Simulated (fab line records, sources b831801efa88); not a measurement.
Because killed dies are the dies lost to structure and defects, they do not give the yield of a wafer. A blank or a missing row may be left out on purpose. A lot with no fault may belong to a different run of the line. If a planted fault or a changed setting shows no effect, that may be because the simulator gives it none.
fab line records	flow sky130
record: lots: 6	wafers: 18	lastDay: 50
route steps=708 shown PWDE@84 VT_ADJUST_HVTP@85 VT_ADJUST_LVTN@97 PAD_OPEN@708
lots that met no fault: from a run of the same line without faults
startH: the number of hours between the record's first day and the start of the first shown wafer of the lot	waitH: time in hours since the lot's previous step	" unchanged from the row above	L1.1+2: a row that stands for several wafers	- value missing, or start not given	* or withheld: withheld	< > ~ a bound
route shown NAME@n: names a module that has steps shown in the file, with the first one's number in the route	usual: mean/standard deviation of fault-free wafers	same: alike in all rows	chamber/n: place in a boat	sites: per-site readings	_std_site: the values' standard deviation	_edge_site: the outer-site mean with the inner-site mean subtracted	radiusMm: for every site, how far away it sits from the centre of the wafer	mask NAME#n: copy n	behind: the last tool/chamber to shape the wafer	hold: the reason the lot was held/the length of the hold in hours/how it ended	device: the transistor (n, p or np) that didn't switch	end of line: the same wafers' tests at the end of the route	step lacking rows: just its recipe	killed: count of dies lost to structure and defects at first sort (not the wafer's yield)	map: a wafer's dies, x killed, . not, _ none there
set.NAME: the setting the step ran with; set.NAME@STEP: the setting that earlier step ran with	model.NAME: the simulator's own value behind a step, which no gauge read
lots at some steps of the route; a table a step, a row a wafer
services: when a tool's chamber went out of use (startH, in hours from the record's first day, below 0 if earlier), for how many hours, and the reason
== steps ==
step: SKY_NWELL_RS_MEAS_31
recipe: thkMeasGauge: four-point-probe
usual: PWDE_RS: 5274/17
lot.wafer	tool	chamber	startH	waitH	PWDE_RS[ohm/sq]
L583.1	filmMetro-03	-	112.71	0.1	5271
L583.2	"	-	"	"	5294
L583.6	"	-	"	"	5263
L586.2	filmMetro-03	-	130.59	0.1	5286
L586.3	"	-	"	"	5282
L586.4	"	-	"	"	5264
L595.1	filmMetro-02	-	181.32	0.1	5279
L595.4	"	-	"	"	5276
L595.6	"	-	"	"	5252
L596.1	filmMetro-03	-	187.28	0.1	5296
L596.2	"	-	"	"	5299
L596.4	"	-	"	"	5309
L597.1	filmMetro-01	-	194.07	0.1	5295
L597.2	"	-	"	"	5305
L597.3	"	-	"	"	5285
L605.1	filmMetro-02	-	242.37	0.1	5273
L605.5	"	-	"	"	5275
L605.6	"	-	"	"	5258
step: SKY_VT_ADJUST_HVTP_DEHYDRATE_00
recipe: tempC: 200	timeS: 60
step: SKY_VT_ADJUST_HVTP_HMDS_01
recipe: primeTimeS: 60	primeTempC: 120
step: SKY_VT_ADJUST_HVTP_COAT_02
recipe: resist: NOVOLAK	spinRpm: 3000	resistThkNm: 1140
step: SKY_VT_ADJUST_HVTP_SOFTBAKE_03
recipe: tempC: 90.96	timeS: 60	resist: NOVOLAK
step: SKY_VT_ADJUST_HVTP_EXPOSE_04
recipe: maskId: HVTPM	na: 0.6	sourceShape: conventional	sigmaOuter: 0.6	polarization: unpolarized	targetCdNm: 380	doseMj: 140
step: SKY_VT_ADJUST_HVTP_PEB_05
recipe: tempC: withheld	timeS: *	resist: NOVOLAK
step: SKY_VT_ADJUST_HVTP_DEVELOP_06
recipe: resist: NOVOLAK	developer: TMAH	developTimeS: 60	devTempC: 23
step: SKY_VT_ADJUST_HVTP_CD_MEAS_07
recipe: targetCdNm: 380
usual: cdNm: 379.4/2.9
lot.wafer	tool	chamber	startH	waitH	cdNm
L583.1	cdSem-02	-	131.43	0.1	378.4
L583.2	"	-	"	"	377.5
L583.6	"	-	"	"	378.4
L586.2	cdSem-02	-	148.80	0.1	379.4
L586.3	"	-	"	"	374.8
L586.4	"	-	"	"	379.1
L595.1	cdSem-01	-	202.67	0.1	381.9
L595.4	"	-	"	"	383.8
L595.6	"	-	"	"	381.2
L596.1	cdSem-01	-	209.18	0.1	376.6
L596.2	"	-	"	"	378.3
L596.4	"	-	"	"	377.4
L597.1	cdSem-01	-	215.73	0.1	374.3
L597.2	"	-	"	"	375.5
L597.3	"	-	"	"	376.1
L605.1	cdSem-01	-	265.13	0.1	373.4
L605.5	"	-	"	"	371.8
L605.6	"	-	"	"	375.6
step: SKY_VT_ADJUST_HVTP_OVL_MEAS_08
usual: VT_ADJUST_HVTP_OVL: -0.6/1.4
lot.wafer	tool	chamber	startH	waitH	VT_ADJUST_HVTP_OVL[nm]
L583.1	overlay-02	-	131.55	0.1	2.3
L583.2	"	-	"	"	1.1
L583.6	"	-	"	"	-0.3
L586.2	overlay-02	-	148.91	0.1	0.2
L586.3	"	-	"	"	-0.1
L586.4	"	-	"	"	2.2
L595.1	overlay-02	-	202.79	0.1	-0.7
L595.4	"	-	"	"	-0.8
L595.6	"	-	"	"	-2.5
L596.1	overlay-01	-	209.30	0.1	-0.4
L596.2	"	-	"	"	-1.6
L596.4	"	-	"	"	-0.4
L597.1	overlay-01	-	215.85	0.1	2.8
L597.2	"	-	"	"	0.2
L597.3	"	-	"	"	1.8
L605.1	overlay-01	-	265.25	0.1	-1.6
L605.5	"	-	"	"	-1.5
L605.6	"	-	"	"	-1.2
step: SKY_VT_ADJUST_HVTP_IMPLANT_09
recipe: species: As	energyKev: 150	doseCm2: 4.3e+12	tiltDeg: withheld
step: SKY_VT_ADJUST_HVTP_STRIP_10
recipe: chemistry: O2/N2	powerW: 1400	pressureMtorr: 1500	platenTempC: withheld	o2FlowSccm: 3000	n2FlowSccm: 300	overashFraction: 0.5
usual: chamberPressureMTorr: 1500.1/1.4	drypumpMotorCurrentA: 5.4/0.44	oesProductAu: 0.716/0.0045	stripTimeToEndpointS: 14.17/0.036
lot.wafer	tool	chamber	startH	waitH	chamberPressureMTorr	drypumpMotorCurrentA	oesProductAu	rfHoursCounterH	stripTimeToEndpointS	model.NOVOLAK_of_VT_ADJUST_HVTP_COAT_02.thkNm
L583.1	plasmaAsher-04	0	131.74	0.1	1501.0	5.0	0.705	45	14.14	0
L583.2	"	1	"	"	1500.3	5.4	0.711	45	14.13	0
L583.6	"	1	"	"	1497.4	5.5	0.723	-	14.15	0
L586.2	plasmaAsher-01	1	149.09	0.1	1502.5	5.6	0.719	3	14.13	0
L586.3	"	1	"	"	1500.7	5.5	0.718	-	14.14	0
L586.4	"	0	"	"	1500.6	4.9	0.711	-	14.12	0
L595.1	plasmaAsher-04	1	202.97	0.1	-	-	-	-	-	1138
L595.4	"	0	"	"	-	-	-	-	-	1143
L595.6	"	0	"	"	-	-	-	-	-	1139
L596.1	plasmaAsher-01	0	209.48	0.1	-	-	-	-	-	1141
L596.2	"	1	"	"	-	-	-	-	-	1140
L596.4	"	0	"	"	-	-	-	-	-	1139
L597.1	plasmaAsher-04	1	216.04	0.1	1500.8	5.4	0.710	53	14.20	0
L597.2	"	0	"	"	1498.9	5.0	0.714	53	14.23	0
L597.3	"	1	"	"	1499.5	5.5	0.726	-	14.18	0
L605.1	plasmaAsher-02	0	265.43	0.1	1502.3	6.5	0.721	55	14.18	0
L605.5	"	1	"	"	1501.5	5.5	0.714	-	14.16	0
L605.6	"	0	"	"	1500.7	6.4	0.718	-	14.11	0
step: SKY_VT_ADJUST_HVTP_TW_MEAS_11
usual: VT_ADJUST_HVTP_TW: 1353/12
lot.wafer	tool	chamber	startH	waitH	VT_ADJUST_HVTP_TW
L583.1	filmMetro-03	-	131.84	0.1	1349
L583.2	"	-	"	"	1345
L583.6	"	-	"	"	1341
L586.2	filmMetro-02	-	149.20	0.1	1343
L586.3	"	-	"	"	1340
L586.4	"	-	"	"	1339
L595.1	filmMetro-02	-	203.07	0.1	1346
L595.4	"	-	"	"	1349
L595.6	"	-	"	"	1346
L596.1	filmMetro-04	-	209.58	0.1	1380
L596.2	"	-	"	"	1379
L596.4	"	-	"	"	1382
L597.1	filmMetro-03	-	216.13	0.1	1349
L597.2	"	-	"	"	1353
L597.3	"	-	"	"	1344
L605.1	filmMetro-03	-	265.53	0.1	1359
L605.5	"	-	"	"	1345
L605.6	"	-	"	"	1354
step: SKY_VT_ADJUST_LVTN_DEHYDRATE_00
recipe: tempC: 200	timeS: 60
step: SKY_VT_ADJUST_LVTN_HMDS_01
recipe: primeTimeS: 60	primeTempC: 120
step: SKY_VT_ADJUST_LVTN_COAT_02
recipe: spinRpm: 2000	resistThkNm: 3000
step: SKY_VT_ADJUST_LVTN_SOFTBAKE_03
recipe: tempC: 110	timeS: withheld
step: SKY_VT_ADJUST_LVTN_EXPOSE_04
recipe: maskId: NWM_COMPLEMENT_LESS_NATIVE	na: 0.6	sourceShape: conventional	sigmaOuter: 0.6	polarization: unpolarized	targetCdNm: 840	doseMj: 194
step: SKY_VT_ADJUST_LVTN_PEB_05
recipe: tempC: 115	timeS: withheld
step: SKY_VT_ADJUST_LVTN_DEVELOP_06
recipe: wallAngleDeg: 90	developer: TMAH	developTimeS: 60	devTempC: 23
step: SKY_VT_ADJUST_LVTN_OVL_MEAS_07
usual: VT_ADJUST_LVTN_OVL: 0.7/1.3
lot.wafer	tool	chamber	startH	waitH	VT_ADJUST_LVTN_OVL[nm]
L583.1	overlay-01	-	150.84	-	1.5
L583.2	"	-	"	"	1.5
L583.6	"	-	"	"	-1.2
L586.2	overlay-01	-	169.14	-	1.7
L586.3	"	-	"	"	0.2
L586.4	"	-	"	"	1.2
L595.1	overlay-02	-	225.02	-	-1.7
L595.4	"	-	"	"	0.1
L595.6	"	-	"	"	-1.0
L596.1	overlay-01	-	232.98	-	1.8
L596.2	"	-	"	"	0.9
L596.4	"	-	"	"	0.5
L597.1	overlay-02	-	238.89	-	0.8
L597.2	"	-	"	"	0.7
L597.3	"	-	"	"	-0.1
L605.1	overlay-01	-	289.79	-	2.8
L605.5	"	-	"	"	3.6
L605.6	"	-	"	"	1.4
step: SKY_VT_ADJUST_LVTN_IMPLANT_08
recipe: species: B	energyKev: 30	doseCm2: 1.57e+12	tiltDeg: withheld
step: SKY_VT_ADJUST_LVTN_STRIP_09
recipe: chemistry: O2/N2	powerW: 1400	pressureMtorr: 1500	platenTempC: withheld	o2FlowSccm: 3000	n2FlowSccm: 300	overashFraction: 0.5
usual: chamberPressureMTorr: 1500.0/1.3	drypumpMotorCurrentA: 5.6/0.65	oesProductAu: 0.722/0.0044	stripTimeToEndpointS: 36.94/0.12
lot.wafer	tool	chamber	startH	waitH	chamberPressureMTorr	drypumpMotorCurrentA	oesProductAu	rfHoursCounterH	stripTimeToEndpointS
L583.1	plasmaAsher-03	1	151.02	0.1	1501.7	4.9	0.721	34	36.83
L583.2	"	0	"	"	1498.5	6.5	0.727	34	36.75
L583.6	"	0	"	"	1499.8	6.5	0.720	-	36.86
L586.2	plasmaAsher-03	0	169.32	0.1	1499.5	6.5	0.712	36	36.79
L586.3	"	0	"	"	1500.1	6.5	0.723	-	36.95
L586.4	"	1	"	"	1499.2	5.0	0.731	-	36.80
L595.1	plasmaAsher-02	1	225.20	0.1	1499.8	5.5	0.726	51	53.60
L595.4	"	1	"	"	1502.1	5.5	0.723	-	53.64
L595.6	"	0	"	"	1498.9	6.4	0.727	-	53.60
L596.1	plasmaAsher-02	0	233.17	0.1	1501.2	6.5	0.723	52	53.74
L596.2	"	1	"	"	1500.5	5.5	0.726	52	53.72
L596.4	"	1	"	"	1500.6	5.5	0.736	-	53.77
L597.1	plasmaAsher-01	1	239.07	0.1	1499.1	5.6	0.722	11	36.88
L597.2	"	0	"	"	1501.0	4.9	0.723	11	36.88
L597.3	"	0	"	"	1498.4	4.9	0.719	-	36.93
L605.1	plasmaAsher-01	0	289.97	0.1	1500.0	4.9	0.715	16	36.96
L605.5	"	0	"	"	1499.8	4.9	0.718	-	37.02
L605.6	"	1	"	"	1501.4	5.6	0.720	-	37.05
step: SKY_VT_ADJUST_LVTN_TW_MEAS_10
usual: VT_ADJUST_LVTN_TW: 242.5/2.2
lot.wafer	tool	chamber	startH	waitH	hold	VT_ADJUST_LVTN_TW
L583.1	filmMetro-04	-	151.12	0.1	-	245.1
L583.2	"	-	"	"	-	245.8
L583.6	"	-	"	"	-	244.3
L586.2	filmMetro-04	-	169.43	0.1	-	243.4
L586.3	"	-	"	"	-	245.2
L586.4	"	-	"	"	-	244.2
L595.1	filmMetro-03	-	225.30	0.1	awaitDispo/0.2h/release	29.9
L595.4	"	-	"	"	awaitDispo/0.2h/release	29.9
L595.6	"	-	"	"	awaitDispo/0.2h/release	29.8
L595.1	filmMetro-03	-	225.53	0.2	-	29.9
L595.4	"	-	"	"	-	29.7
L595.6	"	-	"	"	-	30.0
L596.1	filmMetro-04	-	233.27	0.1	awaitDispo/0.2h/release	30.4
L596.2	"	-	"	"	awaitDispo/0.2h/release	30.4
L596.4	"	-	"	"	awaitDispo/0.2h/release	30.6
L596.1	filmMetro-04	-	233.49	0.2	-	30.4
L596.2	"	-	"	"	-	30.3
L596.4	"	-	"	"	-	30.4
L597.1	filmMetro-04	-	239.17	0.1	-	244.2
L597.2	"	-	"	"	-	244.5
L597.3	"	-	"	"	-	245.7
L605.1	filmMetro-03	-	290.07	0.1	-	241.6
L605.5	"	-	"	"	-	240.3
L605.6	"	-	"	"	-	239.6
step: SKY_PAD_OPEN_PROBE_99
usual: defectLimitedYield: 82.7/1.8	killed_at_M0_to_M3: 42/7.2	killed_at_M4_up: 3.4/2.1	killedAtContacts: 24/5.4	killedAtFrontEnd: 15/4	killedDies: 85/8.8	killedOpen: 47/6.7	killedShort: 38/6.5	sort_bin_3_pad_short: 0.8/0.4	sort_bin_5_function: 10.2/1.3	sort_bin_6_memory: 6.2/1.2	sortNPass: 407/8.8	sortYieldPct: 82.7/1.8
same: grossDies: 492	killedAtBackSide: 0	killedAtOther: 0	sort_bin_4_leakage[%]: 0	sort_bin_8_speed[%]: 0
lot.wafer	tool	chamber	startH	waitH	defectLimitedYield[%]	killed_at_M0_to_M3	killed_at_M4_up	killedAtContacts	killedAtFrontEnd	killedDies	killedOpen	killedShort	sort_bin_3_pad_short[%]	sort_bin_5_function[%]	sort_bin_6_memory[%]	sortNPass	sortYieldPct[%]
L583.1	prober-01	-	1087.89	0.1	82.7	50	4	23	8	85	40	45	0.6	10.4	6.3	407	82.7
L583.2	prober-01	-	1087.94	0.1	82.1	43	7	27	11	88	51	37	1.8	10.2	5.9	404	82.1
L583.6	prober-01	-	1088.14	0.2	80.5	51	5	24	16	96	51	45	1.0	11.8	6.7	396	80.5
L586.2	prober-02	-	1105.55	0.1	85.4	43	2	14	13	72	40	32	0.4	8.1	6.1	420	85.4
L586.3	prober-02	-	1105.60	0.2	84.1	39	1	21	17	78	38	40	0.4	8.1	7.3	414	84.1
L586.4	prober-02	-	1105.65	0.2	85.0	31	4	21	18	74	39	34	0.4	9.8	4.9	418	85.0
L597.1	prober-01	-	1164.24	0.1	83.1	46	4	14	19	83	50	33	0.8	9.6	6.5	409	83.1
L597.2	prober-01	-	1164.29	0.1	83.1	45	6	20	12	83	41	40	0.8	11.0	5.1	409	83.1
L597.3	prober-01	-	1164.34	0.2	84.6	37	2	21	16	76	38	38	1.0	9.6	4.9	416	84.6
L605.1	prober-02	-	1202.99	0.1	79.5	48	6	33	14	101	52	49	0.6	12.0	7.9	391	79.5
L605.5	prober-02	-	1203.19	0.2	80.9	52	6	22	14	94	58	36	1.0	10.4	7.7	398	80.9
L605.6	prober-02	-	1203.24	0.2	83.7	29	2	34	15	80	47	33	1.0	9.1	6.1	412	83.7
killed by level:class
L583.1 METAL2:geometricParticle:short=13 VIA2:geometricParticle:open=9 CONTACT:geometricParticle:open=8 VIA1:geometricParticle:open=8 CONTACT:geometricParticle:short=7 METAL1:geometricParticle:short=5 VIA3:geometricParticle:open=5 LI_CONTACT:geometricParticle:open=4
L583.2 VIA1:geometricParticle:open=11 LI_CONTACT:geometricParticle:open=9 VIA2:geometricParticle:open=9 CONTACT:geometricParticle:open=7 METAL1:geometricParticle:short=6 CONTACT:geometricParticle:short=5 METAL4:geometricParticle:short=5 LOCAL_INTERCONNECT:geometricParticle:short=4
L583.6 VIA1:geometricParticle:open=15 METAL1:geometricParticle:short=9 METAL2:geometricParticle:short=8 CONTACT:geometricParticle:short=7 CONTACT:geometricParticle:open=7 VIA3:geometricParticle:open=7 LI_CONTACT:geometricParticle:open=6 FIELD_ISO:geometricParticle:open=5
L586.2 VIA1:geometricParticle:open=7 VIA3:geometricParticle:open=7 METAL1:geometricParticle:short=6 VIA2:geometricParticle:open=6 POLY_GATE:geometricParticle:short=5 CONTACT:geometricParticle:open=5 FIELD_ISO:geometricParticle:open=4 VIA2:geometricParticle:short=4
L586.3 METAL2:geometricParticle:short=9 VIA3:geometricParticle:open=8 POLY_GATE:geometricParticle:short=6 LI_CONTACT:geometricParticle:open=6 CONTACT:geometricParticle:short=6 METAL1:geometricParticle:short=5 POLY_GATE:geometricParticle:open=4 CONTACT:geometricParticle:open=4
L586.4 CONTACT:geometricParticle:open=8 POLY_GATE:geometricParticle:short=7 VIA2:geometricParticle:open=6 VIA3:geometricParticle:open=6 POLY_GATE:geometricParticle:open=5 VIA1:geometricParticle:open=5 LOCAL_INTERCONNECT:geometricParticle:short=5 VIA1:geometricParticle:short=5
L597.1 VIA1:geometricParticle:open=11 POLY_GATE:geometricParticle:open=7 FIELD_ISO:geometricParticle:open=6 VIA1:geometricParticle:short=6 VIA3:geometricParticle:short=5 METAL1:geometricParticle:short=5 VIA3:geometricParticle:open=5 LI_CONTACT:geometricParticle:open=4
L597.2 VIA1:geometricParticle:open=9 VIA2:geometricParticle:open=7 METAL2:geometricParticle:short=6 LI_CONTACT:geometricParticle:open=6 CONTACT:geometricParticle:open=6 METAL1:geometricParticle:short=6 LOCAL_INTERCONNECT:geometricParticle:short=5 VIA3:geometricParticle:open=5
L597.3 VIA1:geometricParticle:open=10 CONTACT:geometricParticle:open=9 VIA2:geometricParticle:open=6 LI_CONTACT:geometricParticle:open=5 VIA2:geometricParticle:short=5 FIELD_ISO:geometricParticle:short=4 VIA1:geometricParticle:short=4 POLY_GATE:geometricParticle:short=3
L605.1 LI_CONTACT:geometricParticle:open=10 VIA1:geometricParticle:short=10 CONTACT:geometricParticle:open=9 VIA1:geometricParticle:open=8 CONTACT:geometricParticle:short=7 METAL2:geometricParticle:short=6 METAL1:geometricParticle:short=6 VIA3:geometricParticle:open=5
L605.5 VIA1:geometricParticle:open=13 VIA3:geometricParticle:open=12 LI_CONTACT:geometricParticle:open=8 VIA1:geometricParticle:short=7 CONTACT:geometricParticle:open=6 FIELD_ISO:geometricParticle:open=5 METAL4:geometricParticle:short=5 LOCAL_INTERCONNECT:geometricParticle:short=4
L605.6 LI_CONTACT:geometricParticle:open=13 VIA1:geometricParticle:open=11 CONTACT:geometricParticle:open=9 LI_CONTACT:geometricParticle:short=7 FIELD_ISO:geometricParticle:short=5 POLY_GATE:geometricParticle:open=4 VIA1:geometricParticle:short=4 METAL1:geometricParticle:short=3
== services ==
tool	chamber	startH	hours	kind
plasmaAsher-01	-	108.75	9.0	pm
plasmaAsher-01	0	108.75	9.0	ventCycle
plasmaAsher-01	1	108.75	9.0	ventCycle
plasmaAsher-03	-	114.78	2.1	repair
plasmaAsher-01	0	117.75	-	clean
plasmaAsher-01	1	117.75	-	clean
plasmaAsher-02	-	144.39	1.7	repair
plasmaAsher-02	-	174.23	2.8	pm
plasmaAsher-04	-	175.02	4.3	repair
plasmaAsher-04	-	187.30	2.8	pm
plasmaAsher-01	-	194.78	11.0	repair
plasmaAsher-02	-	204.79	1.5	repair
plasmaAsher-03	-	271.22	1.3	repair
== key ==
firstSign: step: SKY_VT_ADJUST_HVTP_STRIP_10	reading: toolRecord	direction: missing
effect: step: SKY_VT_ADJUST_LVTN_STRIP_09	reading: stripTimeToEndpointS	direction: up	sigmas: 99+	usual: *	struck: *
effect: step: SKY_VT_ADJUST_LVTN_TW_MEAS_10	reading: visit	direction: added
effect: step: SKY_VT_ADJUST_LVTN_TW_MEAS_10	reading: VT_ADJUST_LVTN_TW	direction: down	sigmas: 97	usual: 242.5	struck: 30.1
modelEffect: step: SKY_VT_ADJUST_HVTP_STRIP_10	value: NOVOLAK_of_VT_ADJUST_HVTP_COAT_02.thkNm	without: 0	struck: 1140
metAt SKY_VT_ADJUST_HVTP_STRIP_10
struckWafers L595.1,L595.4,L595.6,L596.1,L596.2,L596.4
scrappedBehind SKY_VT_ADJUST_LVTN_TW_MEAS_10 L595.1,L595.4,L595.6,L596.1,L596.2,L596.4
onsetBetween 149.09 202.97
fault: kind: skippedStepWhole	tool: plasmaAsher-01,plasmaAsher-04	chamber: -	onsetH: 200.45	steps: SKY_VT_ADJUST_HVTP_STRIP_10	scope: struckLotsOnly
